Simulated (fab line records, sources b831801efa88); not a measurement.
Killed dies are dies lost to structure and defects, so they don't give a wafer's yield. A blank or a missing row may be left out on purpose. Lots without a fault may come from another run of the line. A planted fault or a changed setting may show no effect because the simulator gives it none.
Which tool did it? | flow sky130 | 6 lots, 18 wafers sampled, at 2 steps of a route of 708

WHAT THE GAUGES READ, wafer by wafer
SKY_SD_N_CD_MEAS_07: target cd 380 nm.
lot  | measured     | on        | cd_nm (nm)
L636 | day 28 19:29 | cd_sem-02 | 378.5 378.7 379.5
L643 | day 31 03:34 | cd_sem-02 | 393.9 394.1 395.2
L647 | day 32 13:17 | cd_sem-01 | 380.4 383.1 382.6
L650 | day 33 12:56 | cd_sem-02 | 382.3 384.4 381.6
L653 | day 34 12:17 | cd_sem-01 | 383.2 380.8 381.3
L655 | day 35 09:37 | cd_sem-01 | 378.7 381.8 381.4

WHICH TOOL RAN EACH LOT (tool, then ch and the chambers of the sampled wafers, then the start)
lot  | SKY_SD_N_DEVELOP_06
L636 | litho_track-02 ch 0, day 28 19:20
L643 | litho_track-02 ch 0, day 31 03:25
L647 | litho_track-01 ch 0, day 32 13:08
L650 | litho_track-03 ch 0, day 33 12:47
L653 | litho_track-01 ch 0, day 34 12:08
L655 | litho_track-02 ch 0, day 35 09:28
- SKY_SD_N_DEVELOP_06: develop time 60 s.

THE ANSWER, worked out from the rows above alone
Rule: what is usual is taken from the lots themselves. Put in order of their means at a reading, lots are off if they are a third of the lots or fewer, leave a main group of 4 or more, and stand apart from it by a gap of 3 or more times the standard deviation of the main group's means; of several such gaps the widest counts. A main group whose means are all the same, to the digits that the tables above print for the reading, isn't used. A lot without any number at a reading at which 4 lots or more have one is off too. The other lots that the step has rows for count as sound.
Off: L643, at SKY_SD_N_CD_MEAS_07 (cd_nm). The main group: mean 381.2 nm, standard deviation 1.3.
A tool fits if, at a process step before that reading, it ran every lot that is off, and no sound lot after the first of them. The gauges at SKY_SD_N_CD_MEAS_07 are tried like those tools. None of those tried fits.

WHAT THE SIMULATOR HAD PUT IN
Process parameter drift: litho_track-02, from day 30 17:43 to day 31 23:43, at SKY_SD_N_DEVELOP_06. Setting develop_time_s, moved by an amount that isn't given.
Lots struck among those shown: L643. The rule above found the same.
